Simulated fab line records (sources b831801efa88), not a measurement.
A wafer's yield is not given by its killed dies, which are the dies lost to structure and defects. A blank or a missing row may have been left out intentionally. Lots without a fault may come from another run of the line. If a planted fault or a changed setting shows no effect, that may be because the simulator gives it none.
fab line records ; flow sky130
[record] lots = 6; wafers = 18; last-day = 50
route steps=708 shown LI_CONTACT@382 LOCAL_INTERCONNECT@387 PAD_OPEN@708
lots that met no fault: taken from a fault-free run of the same line
start-h: hours from the record's first day to the start of the lot's first wafer shown ; wait-h: hours from the lot's prior step to this one ; " as in the row above ; L1.1+2: a row that stands for several wafers ; - value missing, or start not given ; * or withheld: withheld ; < > ~ a bound
route shown NAME@n: NAME is a module with steps in the file, n the number in the route of the first one ; usual: average and standard deviation across the fault-free wafers ; same: alike in all rows ; chamber/n: place in a boat ; sites: the reading at each site ; _std_site: their standard deviation ; _edge_site: inner sites' mean taken away from outer sites' mean ; radius-mm: how far each site lies from the wafer's centre ; mask NAME#n: copy n ; behind: the tool/chamber that last shaped the wafer ; hold: cause of the lot's hold/its duration in hours/its outcome ; device: which transistor (n, p or np) failed to switch ; end of line: tests run on the same wafers once the route is complete ; for a step that has no rows: nothing shown but its recipe ; killed: the dies lost at the first sort to structure and to defects; this is not the yield of the wafer ; map: the dies of a wafer, with x for killed, . for not killed, _ for no die there
set.NAME: setting as actually run; set.NAME@STEP: the setting as run at that earlier step ; model.NAME: the simulator's own value behind a step, which no gauge read
certain route steps with their lots: each step a table, each wafer a row
services: the hour from which a tool's chamber was out of use, counted from the record's first day as start-h (under 0 if before that day), plus the number of hours and why
[[steps]]
[step SKY_LI_CONTACT_SPUTTER_20]
[recipe] material = TiN; target-thk-nm = 20; chamber-pressure-pa = 5; power-w = 4000; time-s = 80
[usual] throttle-valve-pct = 30.0/1.2
lot.wafer;tool;chamber;start-h;wait-h;throttle-valve-pct
L256.3;pvd-sputter-04;-;672.92;0.0;30.9
L256.4;pvd-sputter-04;-;672.92;0.0;28.9
L256.5;pvd-sputter-04;-;672.92;0.0;28.8
L269.2;pvd-sputter-04;-;792.74;0.0;30.4
L269.3;pvd-sputter-04;-;792.74;0.0;30.6
L269.6;pvd-sputter-04;-;792.74;0.0;30.8
L275.4;pvd-sputter-04;-;831.73;0.0;28.7
L275.5;pvd-sputter-04;-;831.73;0.0;30.4
L275.6;pvd-sputter-04;-;831.73;0.0;28.6
L276.3;pvd-sputter-01;-;834.87;0.0;28.1
L276.4;pvd-sputter-01;-;834.87;0.0;31.1
L276.5;pvd-sputter-01;-;834.87;0.0;30.7
L279.1;pvd-sputter-03;-;867.30;0.0;31.3
L279.2;pvd-sputter-03;-;867.30;0.0;28.1
L279.6;pvd-sputter-03;-;867.30;0.0;29.4
L278.2;pvd-sputter-01;-;867.62;0.0;28.1
L278.4;pvd-sputter-01;-;867.62;0.0;29.0
L278.6;pvd-sputter-01;-;867.62;0.0;31.9
[step SKY_LI_CONTACT_CVD_21]
[recipe] material = W; target-thk-nm = 400; time-s = 120.56; temp-c = 400; pressure-torr = 40
[usual] heater-power-w = 889/44
lot.wafer;tool;chamber;start-h;wait-h;heater-power-w
L256.3;cvd-w-02;1;673.03;0.1;844
L256.4;cvd-w-02;0;673.03;0.1;932
L256.5;cvd-w-02;1;673.03;0.1;862
L269.2;cvd-w-02;0;792.80;0.0;943
L269.3;cvd-w-02;0;792.80;0.0;950
L269.6;cvd-w-02;0;792.80;0.0;946
L275.4;cvd-w-01;1;831.83;0.1;888
L275.5;cvd-w-01;0;831.83;0.1;851
L275.6;cvd-w-01;1;831.83;0.1;894
L276.3;cvd-w-02;0;834.97;0.1;967
L276.4;cvd-w-02;1;834.97;0.1;866
L276.5;cvd-w-02;1;834.97;0.1;854
L279.1;cvd-w-01;1;867.37;0.0;905
L279.2;cvd-w-01;0;867.37;0.0;868
L279.6;cvd-w-01;1;867.37;0.0;906
L278.2;cvd-w-02;0;867.69;0.0;935
L278.4;cvd-w-02;1;867.69;0.0;845
L278.6;cvd-w-02;1;867.69;0.0;842
[step SKY_LI_CONTACT_RS_MEAS_22]
[recipe] thk-meas-gauge = four-point-probe; reads = W_of_LI_CONTACT_CVD_21+TiN_of_LI_CONTACT_SPUTTER_20+Ti_of_LI_CONTACT_SPUTTER_19
[usual] LI_CONTACT_W_RS = 0.288/0.0033
lot.wafer;tool;chamber;start-h;wait-h;LI_CONTACT_W_RS[ohm/sq]
L256.3;film-metro-03;-;673.15;0.1;0.287
L256.4;film-metro-03;-;673.15;0.1;0.290
L256.5;film-metro-03;-;673.15;0.1;0.286
L269.2;film-metro-03;-;792.95;0.1;0.290
L269.3;film-metro-03;-;792.95;0.1;0.286
L269.6;film-metro-03;-;792.95;0.1;0.286
L275.4;film-metro-03;-;831.97;0.1;0.290
L275.5;film-metro-03;-;831.97;0.1;0.284
L275.6;film-metro-03;-;831.97;0.1;0.284
L276.3;film-metro-04;-;835.10;0.1;0.293
L276.4;film-metro-04;-;835.10;0.1;0.296
L276.5;film-metro-04;-;835.10;0.1;0.296
L279.1;film-metro-04;-;867.50;0.1;0.285
L279.2;film-metro-04;-;867.50;0.1;0.290
L279.6;film-metro-04;-;867.50;0.1;0.286
L278.2;film-metro-01;-;867.83;0.1;0.286
L278.4;film-metro-01;-;867.83;0.1;0.291
L278.6;film-metro-01;-;867.83;0.1;0.290
[step SKY_LI_CONTACT_THK_MEAS_23]
[recipe] thk-meas-gauge = xrf; reads = W_of_LI_CONTACT_CVD_21
[usual] LI_CONTACT_W_THK = 403/6.7
lot.wafer;tool;chamber;start-h;wait-h;LI_CONTACT_W_THK[nm]
L256.3;film-metro-03;-;673.25;0.1;397
L256.4;film-metro-03;-;673.25;0.1;395
L256.5;film-metro-03;-;673.25;0.1;401
L269.2;film-metro-03;-;793.06;0.1;392
L269.3;film-metro-03;-;793.06;0.1;398
L269.6;film-metro-03;-;793.06;0.1;402
L275.4;film-metro-03;-;832.06;0.1;395
L275.5;film-metro-03;-;832.06;0.1;407
L275.6;film-metro-03;-;832.06;0.1;402
L276.3;film-metro-04;-;835.20;0.1;398
L276.4;film-metro-04;-;835.20;0.1;393
L276.5;film-metro-04;-;835.20;0.1;393
L279.1;film-metro-04;-;867.62;0.1;412
L279.2;film-metro-04;-;867.62;0.1;403
L279.6;film-metro-04;-;867.62;0.1;409
L278.2;film-metro-01;-;867.94;0.1;412
L278.4;film-metro-01;-;867.94;0.1;406
L278.6;film-metro-01;-;867.94;0.1;403
[step SKY_LI_CONTACT_CMP_24]
[recipe] stop-on = PSG; t-overpolish-s = 20; down-force-psi = 3.5; platen-rpm = 60; target-thk-nm = 0; pad-velocity-m-s = 0.94248
[usual] motor-current-A = 10.6/1.1; overpolish-run-s = 20.000/0.0097; slurry-flow-ml-min = 149.9/0.51; time-to-endpoint-s = 93/4.7
lot.wafer;tool;chamber;start-h;wait-h;motor-current-A;overpolish-run-s;slurry-flow-ml-min;time-to-endpoint-s
L256.4;cmp-02;0;673.29;0.0;12.3;20.011;151.0;84
L256.3;cmp-02;3;673.29;0.0;9.3;19.990;149.0;96
L256.5;cmp-02;1;673.29;0.0;10.4;20.005;149.6;93
L269.2;cmp-02;1;793.16;0.1;10.1;19.995;150.5;95
L269.3;cmp-02;2;793.16;0.1;10.0;19.997;150.1;96
L269.6;cmp-02;0;793.16;0.1;11.6;20.005;149.9;88
L275.4;cmp-02;1;832.14;0.1;9.6;20.006;150.2;95
L275.5;cmp-02;0;832.14;0.1;11.6;19.997;149.4;92
L275.6;cmp-02;1;832.14;0.1;10.8;20.011;149.9;96
L276.4;cmp-02;2;835.34;0.1;9.8;19.997;149.4;91
L276.3;cmp-02;0;835.34;0.1;12.4;19.985;149.3;86
L276.5;cmp-02;3;835.34;0.1;9.0;19.998;149.7;97
L279.1;cmp-01;3;867.78;0.1;11.3;20.001;149.6;90
L279.2;cmp-01;0;867.78;0.1;9.5;19.993;149.4;83
L279.6;cmp-01;2;867.78;0.1;12.5;19.989;150.0;92
L278.4;cmp-02;3;867.99;0.0;9.3;20.005;150.6;98
L278.2;cmp-02;2;867.99;0.0;9.9;20.013;150.2;96
L278.6;cmp-02;0;867.99;0.0;11.8;20.000;149.1;86
[step SKY_LOCAL_INTERCONNECT_SPUTTER_00]
[recipe] material = TiN; target-thk-nm = 100; temp-c = 300; power-w = 6500; time-s = 83.3; chamber-pressure-pa = 0.4
[usual] throttle-valve-pct = 29.6/1.2
lot.wafer;tool;chamber;start-h;wait-h;throttle-valve-pct
L256.3;pvd-sputter-01;-;673.59;0.1;32.1
L256.4;pvd-sputter-01;-;673.59;0.1;31.2
L256.5;pvd-sputter-01;-;673.59;0.1;29.1
L269.2;pvd-sputter-01;-;793.41;0.2;28.2
L269.3;pvd-sputter-01;-;793.41;0.2;31.9
L269.6;pvd-sputter-01;-;793.41;0.2;29.2
L275.4;pvd-sputter-02;-;832.39;0.2;28.2
L275.5;pvd-sputter-02;-;832.39;0.2;28.3
L275.6;pvd-sputter-02;-;832.39;0.2;28.6
L276.3;pvd-sputter-02;-;835.64;0.1;28.3
L276.4;pvd-sputter-02;-;835.64;0.1;28.1
L276.5;pvd-sputter-02;-;835.64;0.1;28.3
L279.1;pvd-sputter-02;-;867.98;0.1;29.2
L279.2;pvd-sputter-02;-;867.98;0.1;28.1
L279.6;pvd-sputter-02;-;867.98;0.1;28.2
L278.2;pvd-sputter-01;-;868.29;0.1;28.9
L278.4;pvd-sputter-01;-;868.29;0.1;31.3
L278.6;pvd-sputter-01;-;868.29;0.1;31.7
[step SKY_LOCAL_INTERCONNECT_RS_MEAS_01]
[recipe] thk-meas-gauge = four-point-probe; reads = TiN_of_LOCAL_INTERCONNECT_SPUTTER_00
[usual] LOCAL_INTERCONNECT_TIN_RS = 14.19/0.18
lot.wafer;tool;chamber;start-h;wait-h;LOCAL_INTERCONNECT_TIN_RS[ohm/sq]
L256.3;film-metro-02;-;673.69;0.1;14.07
L256.4;film-metro-02;-;673.69;0.1;13.83
L256.5;film-metro-02;-;673.69;0.1;14.14
L269.2;film-metro-01;-;793.49;0.1;14.60
L269.3;film-metro-01;-;793.49;0.1;14.42
L269.6;film-metro-01;-;793.49;0.1;14.43
L275.4;film-metro-02;-;832.52;0.1;14.34
L275.5;film-metro-02;-;832.52;0.1;14.38
L275.6;film-metro-02;-;832.52;0.1;14.30
L276.3;film-metro-04;-;835.74;0.1;14.05
L276.4;film-metro-04;-;835.74;0.1;14.06
L276.5;film-metro-04;-;835.74;0.1;14.06
L279.1;film-metro-02;-;868.04;0.0;14.10
L279.2;film-metro-02;-;868.04;0.0;14.17
L279.6;film-metro-02;-;868.04;0.0;14.16
L278.2;film-metro-01;-;868.37;0.1;14.49
L278.4;film-metro-01;-;868.37;0.1;14.06
L278.6;film-metro-01;-;868.37;0.1;14.53
[step SKY_LOCAL_INTERCONNECT_THK_MEAS_02]
[recipe] thk-meas-gauge = xrf; reads = TiN_of_LOCAL_INTERCONNECT_SPUTTER_00
[usual] LOCAL_INTERCONNECT_TIN_THK = 98.6/1.1
lot.wafer;tool;chamber;start-h;wait-h;LOCAL_INTERCONNECT_TIN_THK[nm]
L256.3;film-metro-02;-;673.79;0.1;99.1
L256.4;film-metro-02;-;673.79;0.1;100.3
L256.5;film-metro-02;-;673.79;0.1;98.9
L269.2;film-metro-01;-;793.60;0.1;96.7
L269.3;film-metro-01;-;793.60;0.1;97.6
L269.6;film-metro-01;-;793.60;0.1;97.9
L275.4;film-metro-02;-;832.61;0.1;97.4
L275.5;film-metro-02;-;832.61;0.1;97.0
L275.6;film-metro-02;-;832.61;0.1;97.7
L276.3;film-metro-04;-;835.84;0.1;98.9
L276.4;film-metro-04;-;835.84;0.1;98.8
L276.5;film-metro-04;-;835.84;0.1;99.0
L279.1;film-metro-02;-;868.16;0.1;99.0
L279.2;film-metro-02;-;868.16;0.1;98.0
L279.6;film-metro-02;-;868.16;0.1;98.6
L278.2;film-metro-01;-;868.48;0.1;97.3
L278.4;film-metro-01;-;868.48;0.1;100.1
L278.6;film-metro-01;-;868.48;0.1;97.1
[step SKY_LOCAL_INTERCONNECT_DEHYDRATE_03]
[recipe] temp-c = 200; time-s = 60
[step SKY_LOCAL_INTERCONNECT_HMDS_04]
[recipe] prime-time-s = 60; prime-temp-c = 120
[step SKY_LOCAL_INTERCONNECT_COAT_05]
[recipe] resist = BARC; temp-c = withheld; time-s = withheld; spin-rpm = 3000; resist-thk-nm = 60
[step SKY_LOCAL_INTERCONNECT_COAT_06]
[recipe] resist = KrF-thick; spin-rpm = 3000; resist-thk-nm = 450
[step SKY_LOCAL_INTERCONNECT_SOFTBAKE_07]
[recipe] temp-c = 100; time-s = 90; resist = KrF-thick
[usual] chill-plate-temp-C = 23.03/0.091; run-length-s = 119.21/0.23
lot.wafer;tool;chamber;start-h;wait-h;chill-plate-temp-C;run-length-s
L256.3;litho-track-04;0;687;-;23.11;119.00
L256.4;litho-track-04;0;687;-;23.21;118.93
L256.5;litho-track-04;0;687;-;23.05;119.07
L269.2;litho-track-02;0;806;-;23.06;119.61
L269.3;litho-track-02;0;806;-;23.25;119.38
L269.6;litho-track-02;0;806;-;23.05;119.32
L275.4;litho-track-04;0;845;-;23.21;142.33
L275.5;litho-track-04;0;845;-;23.04;142.14
L275.6;litho-track-04;0;845;-;23.04;142.27
L276.3;litho-track-04;0;849;-;22.91;142.40
L276.4;litho-track-04;0;849;-;22.88;142.35
L276.5;litho-track-04;0;849;-;22.86;142.23
L279.1;litho-track-02;0;881;-;23.07;119.40
L279.2;litho-track-02;0;881;-;23.03;119.67
L279.6;litho-track-02;0;881;-;23.03;119.43
L278.2;litho-track-02;0;881;-;23.01;119.45
L278.4;litho-track-02;0;881;-;22.89;119.40
L278.6;litho-track-02;0;881;-;22.94;119.48
[step SKY_LOCAL_INTERCONNECT_EXPOSE_08]
[recipe] mask-id = LI1M; na = 0.8; source-shape = annular; sigma-inner = 0.55; sigma-outer = 0.85; target-cd-nm = 170; dose-mj = 28
[step SKY_PAD_OPEN_PROBE_99]
[usual] killed_at_M0_to_M3 = 42/6.9; killed_at_M4_up = 3.2/1.7; killed-at-contacts = 25/5.1; killed-at-front-end = 15/4.5; killed-at-other = 0.4/0.63; killed-dies = 86/9.3; killed-open = 46/7; killed-short = 39/6.9
[same] gross-dies = 492; killed-at-back-side = 0
lot.wafer;tool;chamber;start-h;wait-h;killed_at_M0_to_M3;killed_at_M4_up;killed-at-contacts;killed-at-front-end;killed-at-other;killed-dies;killed-open;killed-short
L256.3;prober-01;-;1077.29;0.2;43;2;21;13;1;80;47;33
L256.4;prober-01;-;1077.34;0.2;28;8;19;26;0;81;38;42
L256.5;prober-01;-;1077.39;0.2;40;1;14;11;0;66;39;27
L275.4;prober-01;-;1187.30;0.2;43;0;15;15;0;73;44;29
L275.5;prober-01;-;1187.35;0.2;46;3;29;10;0;88;48;40
L275.6;prober-01;-;1187.40;0.2;45;3;35;16;0;99;58;41
L276.3;prober-02;-;1189.28;0.2;46;3;22;18;1;90;51;39
L276.4;prober-02;-;1189.33;0.2;33;1;15;20;0;69;30;39
L276.5;prober-02;-;1189.38;0.2;39;3;28;17;0;87;56;31
L279.1;prober-02;-;1206.99;0.1;39;2;34;11;1;87;39;47
L279.2;prober-02;-;1207.04;0.1;47;3;29;8;0;87;46;41
L279.6;prober-02;-;1207.24;0.2;43;4;11;11;0;69;42;27
// killed by level:class
L256.3 VIA1:geometric-particle:open=12 CONTACT:geometric-particle:open=8 VIA3:geometric-particle:open=7 LI_CONTACT:geometric-particle:open=6 VIA1:geometric-particle:short=5 CONTACT:geometric-particle:short=4 VIA2:geometric-particle:open=4 FIELD_ISO:geometric-particle:open=3
L256.4 FIELD_ISO:geometric-particle:short=9 VIA1:geometric-particle:open=8 FIELD_ISO:geometric-particle:open=6 CONTACT:geometric-particle:open=6 METAL4:geometric-particle:short=6 CONTACT:geometric-particle:short=5 LI_CONTACT:geometric-particle:open=4 POLY_GATE:geometric-particle:short=3
L256.5 VIA1:geometric-particle:open=11 VIA3:geometric-particle:open=9 CONTACT:geometric-particle:open=6 VIA1:geometric-particle:short=5 METAL1:geometric-particle:short=4 VIA2:geometric-particle:open=4 POLY_GATE:geometric-particle:short=3 POLY_GATE:geometric-particle:open=3
L275.4 VIA2:geometric-particle:open=9 POLY_GATE:geometric-particle:open=8 VIA1:geometric-particle:open=7 VIA1:geometric-particle:short=6 CONTACT:geometric-particle:open=6 VIA3:geometric-particle:open=5 LI_CONTACT:geometric-particle:open=4 METAL2:geometric-particle:short=4
L275.5 VIA1:geometric-particle:open=12 METAL2:geometric-particle:short=8 LI_CONTACT:geometric-particle:open=7 CONTACT:geometric-particle:open=7 CONTACT:geometric-particle:short=7 VIA2:geometric-particle:open=6 VIA3:geometric-particle:open=6 METAL1:geometric-particle:short=5
L275.6 CONTACT:geometric-particle:open=15 VIA1:geometric-particle:open=15 LI_CONTACT:geometric-particle:open=7 FIELD_ISO:geometric-particle:short=6 CONTACT:geometric-particle:short=6 VIA3:geometric-particle:open=6 VIA2:geometric-particle:open=5 FIELD_ISO:geometric-particle:open=4
L276.3 VIA1:geometric-particle:open=15 VIA2:geometric-particle:open=8 CONTACT:geometric-particle:open=7 FIELD_ISO:geometric-particle:short=6 LI_CONTACT:geometric-particle:open=6 VIA1:geometric-particle:short=6 LOCAL_INTERCONNECT:geometric-particle:short=5 POLY_GATE:geometric-particle:short=4
L276.4 METAL2:geometric-particle:short=9 FIELD_ISO:geometric-particle:short=6 POLY_GATE:geometric-particle:open=6 CONTACT:geometric-particle:short=6 VIA1:geometric-particle:short=5 VIA1:geometric-particle:open=5 VIA2:geometric-particle:open=5 POLY_GATE:geometric-particle:short=4
L276.5 VIA1:geometric-particle:open=15 CONTACT:geometric-particle:open=12 LI_CONTACT:geometric-particle:open=8 FIELD_ISO:geometric-particle:open=6 CONTACT:geometric-particle:short=6 VIA3:geometric-particle:open=6 POLY_GATE:geometric-particle:short=4 VIA1:geometric-particle:short=4
L279.1 CONTACT:geometric-particle:short=11 VIA1:geometric-particle:open=10 CONTACT:geometric-particle:open=9 METAL1:geometric-particle:short=8 LI_CONTACT:geometric-particle:short=5 VIA2:geometric-particle:open=5 LI_CONTACT:geometric-particle:open=4 LOCAL_INTERCONNECT:geometric-particle:short=4
L279.2 CONTACT:geometric-particle:open=13 VIA3:geometric-particle:short=8 VIA1:geometric-particle:open=7 CONTACT:geometric-particle:short=6 POLY_GATE:geometric-particle:open=5 VIA3:geometric-particle:open=5 LI_CONTACT:geometric-particle:open=4 LOCAL_INTERCONNECT:geometric-particle:short=4
L279.6 VIA1:geometric-particle:open=13 CONTACT:geometric-particle:open=7 METAL1:geometric-particle:short=7 VIA2:geometric-particle:open=5 VIA3:geometric-particle:open=5 FIELD_ISO:geometric-particle:open=3 POLY_GATE:geometric-particle:open=3 VIA3:geometric-particle:short=3
[[services]]
tool;chamber;start-h;hours;kind
cmp-02;-;651.52;4.5;repair
pvd-sputter-03;-;677.96;0.5;repair
cvd-w-01;-;686.13;2.8;repair
cmp-01;-;687.04;7.7;pm
pvd-sputter-04;-;699.35;7.9;repair
pvd-sputter-01;-;714.41;0.7;repair
cmp-02;-;744.00;4.0;pm
cmp-02;-;748.00;-;consumable-replace:conditioner
cmp-02;-;748.00;-;consumable-replace:pad
cmp-01;-;754.60;0.4;repair
pvd-sputter-02;-;760.52;4.8;repair
pvd-sputter-01;-;761.43;2.8;repair
cmp-01;-;761.44;1.8;repair
cmp-01;-;766.44;0.6;repair
pvd-sputter-01;-;796.74;4.7;repair
cvd-w-02;1;832.08;2.5;repair
cvd-w-01;-;841.19;0.8;repair
cmp-02;-;854.05;4.4;pm
cvd-w-01;0;879.17;3.1;repair
[[key]]
[first-sign] step = SKY_LOCAL_INTERCONNECT_SOFTBAKE_07; reading = run-length-s; direction = up; sigmas = 99+; usual = *; struck = *
effect none on later readings
met-at SKY_LOCAL_INTERCONNECT_SOFTBAKE_07
struck-wafers L275.4,L275.5,L275.6,L276.3,L276.4,L276.5
tester-left-out L275,L276
onset-between 687 845
[fault] kind = process-parameter-drift; tool = litho-track-04; chamber = -; onset-h = 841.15; steps = SKY_LOCAL_INTERCONNECT_SOFTBAKE_07; channel = time-s; offset = *; shape = step; end-h = 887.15; acts-in = *; stated = *
// tester-left-out: of these lots the tester's yield and bins aren't shown, on N5 and GAA mostly nor the transistor test; their killed dies are dies lost to structure and defects alone, not to doping, threshold or leakage, so they don't give the yield
